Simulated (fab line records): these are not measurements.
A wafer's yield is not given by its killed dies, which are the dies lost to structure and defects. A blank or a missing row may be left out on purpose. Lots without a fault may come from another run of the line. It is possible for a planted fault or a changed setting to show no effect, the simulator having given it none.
fab line records | flow sfq_line | part 2 of 2: steps 24 to 32 of 32
record lots=5 | wafers=15 | last_day=85
route steps=325 shown R5@219 I5@228 C5@240
lots that met no fault: taken from a fault-free run of the same line
start_h: the number of hours between the record's first day and the start of the first shown wafer of the lot | wait_h: time in hours since the lot's previous step | " repeats the value in the row above | L1.1+2: a row that stands for several wafers | - either no value or no given start | * or withheld: withheld | < > ~ a bound
route shown NAME@n: names a module that has steps shown in the file, with the first one's number in the route | usual: mean and standard deviation over wafers with no fault | same: alike in all rows | chamber/n: place in a boat | sites: readings site by site | _std_site: standard deviation across them | _edge_site: mean of outer sites minus mean of inner sites | radius_mm: for every site, how far away it sits from the centre of the wafer | mask NAME#n: copy n | behind: tool/chamber where the wafer was last shaped | hold: cause of the lot's hold/its duration in hours/its outcome | device: transistor that didn't switch, given as n, p or np | end of line: tests of these same wafers at the route's end | where a step has no rows: the recipe by itself | killed: the dies lost at the first sort to structure and to defects; this is not the yield of the wafer | map: the dies of a wafer, with x for killed, . for not killed, _ for no die there
set.NAME: setting as actually run; set.NAME@STEP: the setting as run at that earlier step | model.NAME: the simulator's own value behind a step, which no gauge read
lots seen at some steps along the route; tables by step, rows by wafer
services: when a tool's chamber went out of use (start_h, in hours from the record's first day, below 0 if earlier), for how many hours, and the reason
## steps
# step SFQ_TRILAYER_C5_LITHO_SOFTBAKE_155
# recipe temp_c=withheld | time_s=withheld | resist=KrF
# usual chill_plate_temp_C=*
lot.wafer | tool           | chamber | start_h | wait_h | chill_plate_temp_C
L075.4    | litho_track-01 | 0       | 1457.65 | 0.2    | *
L075.5    | "              | 0       | "       | "      | *
L075.6    | "              | 0       | "       | "      | *
L076.3    | litho_track-02 | 0       | 1530.89 | 0.2    | *
L076.4    | "              | 0       | "       | "      | *
L076.5    | "              | 0       | "       | "      | *
L084.2    | litho_track-02 | 0       | 1560.97 | 0.2    | *
L084.5    | "              | 0       | "       | "      | *
L084.6    | "              | 0       | "       | "      | *
L086.1    | litho_track-03 | 0       | 1580.15 | 0.2    | *
L086.4    | "              | 0       | "       | "      | *
L086.6    | "              | 0       | "       | "      | *
L090.1    | litho_track-01 | 0       | 1632.59 | 0.2    | *
L090.4    | "              | 0       | "       | "      | *
L090.5    | "              | 0       | "       | "      | *
# step SFQ_TRILAYER_C5_LITHO_EXPOSE_152
# recipe mask_id=C5 | na=0.6 | source_shape=conventional | sigma_outer=0.65 | target_cd_nm=500 | dose_mj=21.3
lot.wafer  | tool           | chamber | start_h | wait_h | mask
L075.4+5+6 | krf_scanner-01 | 0       | 1580.05 | -      | C5#0
L076.3+4+5 | krf_scanner-01 | 0       | 1650.35 | -      | C5#0
L084.2+5+6 | krf_scanner-02 | 0       | 1682.27 | -      | C5#0
L086.1+4+6 | krf_scanner-01 | 0       | 1700.82 | -      | C5#0
L090.1+4+5 | krf_scanner-02 | 0       | 1721.35 | -      | C5#0
# step SFQ_TRILAYER_C5_LITHO_PEB_154
# recipe peb_temp_c=115 | peb_time_s=60 | resist=KrF
# usual chill_plate_temp_C=23.03/0.11
lot.wafer | tool           | chamber | start_h | wait_h | chill_plate_temp_C
L075.4    | litho_track-02 | 0       | 1580.72 | 0.5    | 23.25
L075.5    | "              | 0       | "       | "      | 23.16
L075.6    | "              | 0       | "       | "      | 23.24
L076.3    | litho_track-01 | 0       | 1651.20 | 0.7    | 23.00
L076.4    | "              | 0       | "       | "      | 23.05
L076.5    | "              | 0       | "       | "      | 23.00
L084.2    | litho_track-03 | 0       | 1683.30 | 0.8    | 22.91
L084.5    | "              | 0       | "       | "      | 23.14
L084.6    | "              | 0       | "       | "      | 23.00
L086.1    | litho_track-01 | 0       | 1702.02 | 1.0    | 23.17
L086.4    | "              | 0       | "       | "      | 23.11
L086.6    | "              | 0       | "       | "      | 23.15
L090.1    | litho_track-03 | 0       | 1722.55 | 1.0    | 22.95
L090.4    | "              | 0       | "       | "      | 22.87
L090.5    | "              | 0       | "       | "      | 22.99
# step SFQ_TRILAYER_C5_LITHO_DEVELOP_153
# recipe time_s=60 | resist=KrF
# usual chill_plate_temp_C=22.99/0.11
# same time_s=60
lot.wafer | tool           | chamber | start_h | wait_h | chill_plate_temp_C
L075.4    | litho_track-02 | 0       | 1580.87 | 0.1    | 23.14
L075.5    | "              | 0       | "       | "      | 23.12
L075.6    | "              | 0       | "       | "      | 23.05
L076.3    | litho_track-01 | 0       | 1651.35 | 0.1    | 23.09
L076.4    | "              | 0       | "       | "      | 22.98
L076.5    | "              | 0       | "       | "      | 23.07
L084.2    | litho_track-03 | 0       | 1683.45 | 0.1    | 22.91
L084.5    | "              | 0       | "       | "      | 23.03
L084.6    | "              | 0       | "       | "      | 23.09
L086.1    | litho_track-01 | 0       | 1702.17 | 0.1    | 23.01
L086.4    | "              | 0       | "       | "      | 22.89
L086.6    | "              | 0       | "       | "      | 23.11
L090.1    | litho_track-03 | 0       | 1722.70 | 0.1    | 22.79
L090.4    | "              | 0       | "       | "      | 23.11
L090.5    | "              | 0       | "       | "      | 22.87
# step SFQ_C5_OVL_MEAS_937
# usual C5_OVL=-3/5
lot.wafer | tool       | chamber | start_h | wait_h | C5_OVL[nm]
L075.4    | overlay-02 | -       | 1580.96 | 0.1    | -9
L075.5    | "          | -       | "       | "      | -6
L075.6    | "          | -       | "       | "      | -13
L076.3    | overlay-01 | -       | 1651.46 | 0.1    | -2
L076.4    | "          | -       | "       | "      | 5
L076.5    | "          | -       | "       | "      | 4
L084.2    | overlay-01 | -       | 1683.58 | 0.1    | -4
L084.5    | "          | -       | "       | "      | -9
L084.6    | "          | -       | "       | "      | -2
L086.1    | overlay-02 | -       | 1702.32 | 0.1    | -1
L086.4    | "          | -       | "       | "      | 1
L086.6    | "          | -       | "       | "      | 3
L090.1    | overlay-02 | -       | 1722.85 | 0.1    | 1
L090.4    | "          | -       | "       | "      | 0
L090.5    | "          | -       | "       | "      | 1
# step SFQ_TRILAYER_C5_BARC_OPEN_VIA_ETCH_210
# recipe mask_material=PR | chemistry=O2 | target_depth_nm=125 | target=BARC | source_w=500 | bias_w=80 | pressure_mtorr=30 | time_s=41.7
# usual drypump_motor_current_A=5.7/0.61 | oes_product_au=0.686/0.0043
# same time_s=41.7
lot.wafer | tool        | chamber | start_h | wait_h | drypump_motor_current_A | oes_product_au | rf_hours_counter_h
L075.4    | rie_diel-04 | 2       | 1580.98 | 0.0    | 5.2                     | 0.684          | 0
L075.5    | "           | 1       | "       | "      | 4.9                     | 0.687          | -
L075.6    | "           | 0       | "       | "      | 5.1                     | 0.686          | -
L076.3    | rie_diel-02 | 1       | 1651.49 | 0.0    | 4.8                     | 0.678          | 2
L076.4    | "           | 0       | "       | "      | 6.0                     | 0.686          | 1
L076.5    | "           | 1       | "       | "      | 4.8                     | 0.687          | -
L084.2    | rie_diel-04 | 1       | 1683.61 | 0.0    | 4.9                     | 0.689          | 11
L084.5    | "           | 3       | "       | "      | 6.0                     | 0.682          | -
L084.6    | "           | 1       | "       | "      | 4.9                     | 0.680          | -
L086.1    | rie_diel-03 | 1       | 1702.36 | 0.0    | 6.8                     | 0.685          | 17
L086.4    | "           | 3       | "       | "      | 5.8                     | 0.686          | 15
L086.6    | "           | 0       | "       | "      | 6.2                     | 0.684          | -
L090.1    | rie_diel-02 | 1       | 1722.88 | 0.0    | 4.8                     | 0.690          | 3
L090.4    | "           | 2       | "       | "      | 6.3                     | 0.683          | 15
L090.5    | "           | 2       | "       | "      | 6.3                     | 0.690          | -
# step SFQ_TRILAYER_C5_ETCH_VIA_ETCH_154
# recipe target=SiO2 | mask_material=PR | chemistry=CHF3 | target_depth_nm=84 | source_w=500 | bias_w=80 | pressure_mtorr=30 | time_s=withheld | stop_on=Nb
# usual drypump_motor_current_A=5.7/0.61 | oes_product_au=0.898/0.0075
lot.wafer | tool        | chamber | start_h | wait_h | drypump_motor_current_A | oes_product_au
L075.4    | rie_diel-04 | 2       | 1581.02 | 0.0    | 5.2                     | 0.903
L075.5    | "           | 1       | "       | "      | 4.9                     | 0.902
L075.6    | "           | 0       | "       | "      | 5.1                     | 0.909
L076.3    | rie_diel-02 | 1       | 1651.53 | 0.0    | 4.8                     | 0.896
L076.4    | "           | 0       | "       | "      | 6.0                     | 0.899
L076.5    | "           | 1       | "       | "      | 4.8                     | 0.901
L084.2    | rie_diel-04 | 1       | 1683.65 | 0.0    | 4.8                     | 0.895
L084.5    | "           | 3       | "       | "      | 6.0                     | 0.904
L084.6    | "           | 1       | "       | "      | 4.9                     | 0.898
L086.1    | rie_diel-03 | 1       | 1702.40 | 0.0    | 6.8                     | 0.884
L086.4    | "           | 3       | "       | "      | 5.8                     | 0.898
L086.6    | "           | 0       | "       | "      | 6.2                     | 0.895
L090.1    | rie_diel-02 | 1       | 1722.92 | 0.0    | 4.8                     | 0.892
L090.4    | "           | 2       | "       | "      | 6.3                     | 0.904
L090.5    | "           | 2       | "       | "      | 6.3                     | 0.902
# step SFQ_TRILAYER_C5_STRIP_STRIP_155
# recipe gas=O2 | power_w=200 | platen_temp_c=40 | overash_fraction=0.65 | chemistry=O2 | pressure_mtorr=50
# usual drypump_motor_current_A=5.6/0.43 | oes_product_au=0.999/0.0066
lot.wafer | tool         | chamber | start_h | wait_h | drypump_motor_current_A | oes_product_au | rf_hours_counter_h
L075.4    | rie_metal-03 | 1       | 1581.27 | -      | 4.8                     | 1.012          | -
L075.5    | "            | 0       | "       | "      | 6.1                     | 1.006          | -
L075.6    | "            | 1       | "       | "      | 4.8                     | 1.013          | -
L076.3    | rie_metal-04 | 0       | 1651.78 | -      | 5.6                     | 0.994          | -
L076.4    | "            | 1       | "       | "      | 5.7                     | 0.992          | -
L076.5    | "            | 0       | "       | "      | 5.6                     | 0.999          | -
L084.2    | rie_metal-04 | 1       | 1683.70 | -      | 5.7                     | 1.010          | 53
L084.5    | "            | 0       | "       | "      | 5.6                     | 0.991          | -
L084.6    | "            | 1       | "       | "      | 5.6                     | 1.003          | -
L086.1    | rie_metal-01 | 0       | 1702.45 | -      | 5.2                     | 1.002          | 68
L086.4    | "            | 0       | "       | "      | 5.2                     | 0.982          | -
L086.6    | "            | 1       | "       | "      | 6.0                     | 1.002          | -
L090.1    | rie_metal-04 | 0       | 1722.97 | -      | 5.6                     | 0.987          | 73
L090.4    | "            | 0       | "       | "      | 5.6                     | 0.984          | -
L090.5    | "            | 0       | "       | "      | 5.6                     | 0.985          | -
# step SFQ_TRILAYER_C5_STRIP_SOLV_CLEAN_156
# recipe chemistry=NMP | temp_c=70 | time_s=600
# usual bath_heat_duty_pct=13.6/1.7
# same time_s=600
lot.wafer | tool         | chamber | start_h | wait_h | bath_heat_duty_pct
L075.4    | wet_bench-04 | 2       | 1581.67 | 0.2    | 12.6
L075.5    | "            | 5       | "       | "      | 14.8
L075.6    | "            | 6       | "       | "      | 11.5
L076.3    | wet_bench-01 | 5       | 1652.18 | 0.2    | 12.9
L076.4    | "            | 4       | "       | "      | 13.7
L076.5    | "            | 3       | "       | "      | 12.5
L084.2    | wet_bench-04 | 2       | 1684.30 | 0.4    | 13.4
L084.5    | "            | 7       | "       | "      | 12.6
L084.6    | "            | 6       | "       | "      | 10.7
L086.1    | wet_bench-03 | 0       | 1703.05 | 0.4    | 14.6
L086.4    | "            | 1       | "       | "      | 15.9
L086.6    | "            | 5       | "       | "      | 13.1
L090.1    | wet_bench-01 | 5       | 1723.57 | 0.4    | 12.7
L090.4    | "            | 3       | "       | "      | 13.2
L090.5    | "            | 1       | "       | "      | 13.0
## services
tool           | chamber | start_h | hours | kind
krf_scanner-01 | -       | 1154.18 | 1.0   | pm
krf_scanner-01 | -       | 1173.96 | 0.8   | pm
rie_metal-01   | -       | 1241.57 | 1.2   | repair
krf_scanner-01 | -       | 1279.20 | 1.3   | pm
krf_scanner-01 | -       | 1323.52 | 1.0   | pm
rie_metal-01   | -       | 1330.73 | 0.8   | repair
krf_scanner-01 | -       | 1342.52 | 0.8   | pm
krf_scanner-01 | -       | 1350.52 | 1.7   | repair
rie_metal-01   | 0       | 1364.01 | 4.2   | repair
krf_scanner-01 | -       | 1412.62 | 3.5   | repair
krf_scanner-01 | -       | 1412.79 | 1.9   | repair
krf_scanner-01 | -       | 1455.68 | 1.3   | pm
rie_metal-01   | -       | 1463.67 | 14.6  | pm
krf_scanner-01 | -       | 1491.80 | 1.0   | pm
krf_scanner-01 | -       | 1512.00 | 0.8   | pm
rie_metal-01   | -       | 1558.18 | 2.8   | pm
krf_scanner-01 | -       | 1624.58 | 0.6   | repair
krf_scanner-01 | -       | 1629.50 | 3.6   | repair
krf_scanner-01 | -       | 1633.10 | 1.3   | pm
krf_scanner-01 | -       | 1635.60 | 3.6   | pm
krf_scanner-01 | -       | 1660.75 | 1.0   | pm
rie_metal-01   | 1       | 1670.83 | 3.3   | repair
krf_scanner-01 | -       | 1675.40 | 4.0   | pm
krf_scanner-01 | -       | 1680.62 | 0.8   | pm
